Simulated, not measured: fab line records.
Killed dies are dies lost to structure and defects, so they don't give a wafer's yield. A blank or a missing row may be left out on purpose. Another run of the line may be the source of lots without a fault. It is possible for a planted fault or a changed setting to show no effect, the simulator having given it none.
One fault seen from 2 desks :: flow gf180mcu :: each desk holds nothing but its own numbers, with what lay behind them at the end

== AT THE METROLOGY DESK ==
Means of the sampled wafers that have a number, per lot and without regard to the tool the lot ran on: this is what the gauges read. Marked OUT: a lot whose mean sits more than 4 standard deviations from the usual mean, which makes it out of limits; the brackets give that distance.
Columns: A = MVPSD_TW at GF_MVPSD_TW_MEAS_11, usual 551; B = MVPSD_RS at GF_VT_IMPLANT_RS_MEAS_49, usual 1168.7 ohm/sq; C = NSD_RS at GF_PSD_RS_MEAS_14, usual 46.18 ohm/sq; D = SAB_OVL at GF_SAB_OVL_MEAS_10, usual 0.4 nm
lot: L735
first seen here: day 5 04:58
A: 559
B: 1168.9
C: 46.22
D: 1.8

lot: L737
first seen here: day 5 14:13
A: 548
B: 1171.3
C: 46.16
D: -1.7

lot: L739
first seen here: day 5 23:18
A: 548
B: 1163.4
C: 46.10
D: -1.1

lot: L740
first seen here: day 6 04:01
A: 546
B: 1168.7
C: 46.15
D: 1.5

lot: L741
first seen here: day 6 10:28
A: 557
B: 1168.3
C: 46.16
D: -0.1

lot: L744
first seen here: day 7 05:34
A: 560
B: 1170.9
C: 46.24
D: -1.1

lot: L748
first seen here: day 8 02:13
A: 557
B: 1169.6
C: 46.09
D: 0.0

lot: L751
first seen here: day 9 00:27
A: 548
B: 1168.9
C: 46.05
D: -1.1

lot: L753
first seen here: day 9 16:26
A: 552
B: 1171.0
C: 46.15
D: 2.3

lot: L755
first seen here: day 10 08:48
A: 560
B: 1165.6
C: 46.27
D: 0.6

lot: L757
first seen here: day 10 13:37
A: 578 (+5.3) OUT
B: 1070.1 (-34) OUT
C: 46.22
D: 0.4

lot: L758
first seen here: day 10 23:47
A: 574 (+4.4) OUT
B: 1067.9 (-35) OUT
C: 46.15
D: 1.9
This desk finds L757, L758 out of limits, with the earliest case on L757 at day 10 13:37 (MVPSD_TW at GF_MVPSD_TW_MEAS_11). L735, L737, L739, L740, L741, L744, L748, L751, L753, L755 stayed within limits.

== FOR THE TOOL OWNER'S DESK: implanter-04 ==
The tool's own readings at GF_MVPSD_IMPLANT_08: means of the sampled wafers that have a number, for each lot that ran on this tool. Marked OUT: a lot whose mean sits more than 4 standard deviations from the usual mean, which makes it out of limits; the brackets give that distance.
Columns: A = dose-ions-cm2 at GF_MVPSD_IMPLANT_08, usual 1.5001e+13; B = faraday-current-uA at GF_MVPSD_IMPLANT_08, usual 84.5
lot: L739
first seen here: day 5 22:54
A: 1.4985e+13
B: 83.8

lot: L740
first seen here: day 6 03:39
A: 1.4993e+13
B: 86.6

lot: L741
first seen here: day 6 10:04
A: 1.4988e+13
B: 84.2

lot: L744
first seen here: day 7 05:10
A: 1.4997e+13
B: 83.2

lot: L751
first seen here: day 9 00:04
A: 1.5006e+13
B: 83.8

lot: L757
first seen here: day 10 13:15
A: 1.7873e+13 (+99 or more) OUT
B: 100.4 (+9.9) OUT

lot: L758
first seen here: day 10 23:24
A: 1.7868e+13 (+99 or more) OUT
B: 100.9 (+10) OUT
This desk's finding: out of limits on L757, L758; first on L757, day 10 13:15 (dose-ions-cm2 at GF_MVPSD_IMPLANT_08). L739, L740, L741, L744, L751 stayed within limits.

== BROUGHT TOGETHER ==
At day 10 13:15, on L757, L758, the tool owner's desk was in a position to raise an alarm.
An alarm was possible from the metrology desk at day 10 13:37, on L757, L758.
The lots listed all ran GF_MVPSD_IMPLANT_08 on implanter-04.

== WHAT WAS PUT IN BY THE SIMULATOR ==
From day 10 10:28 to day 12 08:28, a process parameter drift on implanter-04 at GF_MVPSD_IMPLANT_08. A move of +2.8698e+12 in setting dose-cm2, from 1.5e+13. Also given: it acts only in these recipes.
Shown lots that were struck: L757, L758.
Time in hours from fault onset to the first out-of-limits reading at each desk: tool owner's desk 3, metrology desk 3.
